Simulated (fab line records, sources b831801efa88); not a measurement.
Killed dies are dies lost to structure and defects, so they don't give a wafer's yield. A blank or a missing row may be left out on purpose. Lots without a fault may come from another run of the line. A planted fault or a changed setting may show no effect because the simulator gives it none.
Split-lot experiment | flow gf180mcu | 5 lots, 23 wafers read, on a route of 602 steps

THE SPLIT
At GF_V3_CMP_04 (polishes SiO2), the setting leave_above_ref_nm was moved away from the recipe's 632.5 nm on 6 of the 23 wafers read, by -6.7% to +7.0%. The other wafers ran this setting at the recipe's value.

FROM THE SPLIT TO THE READING: what the file shows between them, 5 steps
- GF_V3_EXPOSE_11: exposes mask Via3, target cd 260 nm (also split here: dose_mj)
- GF_V3_PEB_12: peb time 90 s
- GF_V3_DEVELOP_13: develop time 60 s
- GF_V3_CD_MEAS_14: target cd 260 nm
- GF_V3_ETCH_16: etches BARC in N2/H2

THE READING
oes_product_au, in a.u., at GF_V3_ETCH_17 (etches SiO2 in C4F8/O2/Ar, stops on TiN, target depth 635 nm). Fault-free wafers of this fab line usually give 0.856 a.u., standard deviation 0.0046 a.u..

wafer  | tool, chamber at the split | leave_above_ref_nm as run, nm | against the recipe | oes_product_au, a.u. | against lot-mates on the recipe
L074.1 | cmp-02, 1                  | 632.5                         | recipe             | 0.848                | -
L074.2 | cmp-02, 3                  | 632.5                         | recipe             | 0.851                | -
L074.6 | cmp-02, 3                  | 632.5                         | recipe             | 0.854                | -
L076.1 | cmp-02, 2                  | 590                           | -6.7%              | 0.822                | -0.033
L076.2 | cmp-02, 3                  | 632.5                         | recipe             | 0.853                | -
L076.4 | cmp-02, 0                  | 632.5                         | recipe             | 0.858                | -
L076.5 | cmp-02, 2                  | 632.5                         | recipe             | 0.853                | -
L076.6 | cmp-02, 3                  | 590                           | -6.7%              | 0.826                | -0.029
L077.1 | cmp-01, 3                  | 676.5                         | +7.0%              | 0.887                | +0.029
L077.2 | cmp-01, 1                  | 632.5                         | recipe             | 0.864                | -
L077.3 | cmp-01, 2                  | 632.5                         | recipe             | 0.855                | -
L077.5 | cmp-01, 3                  | 676.5                         | +7.0%              | 0.899                | +0.041
L077.6 | cmp-01, 0                  | 632.5                         | recipe             | 0.856                | -
L079.1 | cmp-01, 1                  | 611.9                         | -3.3%              | 0.837                | -0.018
L079.2 | cmp-01, 2                  | 632.5                         | recipe             | 0.857                | -
L079.3 | cmp-01, 3                  | 632.5                         | recipe             | 0.854                | -
L079.4 | cmp-01, 0                  | 632.5                         | recipe             | 0.855                | -
L079.5 | cmp-01, 2                  | 611.9                         | -3.3%              | 0.835                | -0.020
L080.1 | cmp-01, 1                  | 632.5                         | recipe             | 0.860                | -
L080.2 | cmp-01, 2                  | 632.5                         | recipe             | 0.859                | -
L080.4 | cmp-01, 0                  | 632.5                         | recipe             | 0.853                | -
L080.5 | cmp-01, 0                  | 632.5                         | recipe             | 0.855                | -
L080.6 | cmp-01, 3                  | 632.5                         | recipe             | 0.854                | -

THE FIT
A straight line over all 23 wafers: oes_product_au changes by +0.00515 a.u. for each +1% of leave_above_ref_nm; r = +0.97; the points scatter about the line by 0.004 a.u..
The same after taking each lot's own level away (the mean of its wafers on the recipe; 23 wafers): +0.0049 a.u. for each +1%; r = +0.98; scatter 0.0034 a.u..
On that fit, the largest move of leave_above_ref_nm shifts the reading by 0.034 a.u..
The lots' own levels span 0.8510 to 0.8583 a.u., that is 1.6 times the standard deviation above.
So the lot-to-lot level changes the slope little: the two slopes agree.
Check: with one of the wafers moved furthest among these (+7.0%) left out of the fit, the line predicts +0.0363 a.u. for it against its lot-mates. It came out at +0.0287 a.u. against them.

OTHER SPLITS ON THESE WAFERS
These wafers also went through other splits before the reading. Each is held against what the fit with the lots' levels taken away leaves over:
other split on the same wafers | wafers away from the commonest value | r with oes_product_au (lot level and that fit taken away)
GF_M3_SPUTTER_04 power_w       | 8                                    | +0.24
GF_V3_EXPOSE_11 dose_mj        | 8                                    | -0.10

THE WHOLE CHAIN: every reading that the file lists as answering this split, in the file's order
step          | what it does                                                 | reading                                                                   | change (the file's fit)                  | r (the file's)
GF_V3_CMP_04  | polishes SiO2                                                | SiO2_of_V3_CVD_02.thk_nm (the simulator's own value, which no gauge read) | +6.34 nm for each +1% of the setting     | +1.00
GF_V3_ETCH_17 | etches SiO2 in C4F8/O2/Ar, stops on TiN, target depth 635 nm | oes_product_au                                                            | +0.0049 a.u. for each +1% of the setting | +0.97
GF_V3_ETCH_17 | etches SiO2 in C4F8/O2/Ar, stops on TiN, target depth 635 nm | V3.feature_depth_nm (the simulator's own value, which no gauge read)      | +6.34 nm for each +1% of the setting     | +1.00

THE FILE'S OWN FIT
oes_product_au changes by +0.0049 a.u. for each +1% of leave_above_ref_nm, r = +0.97.
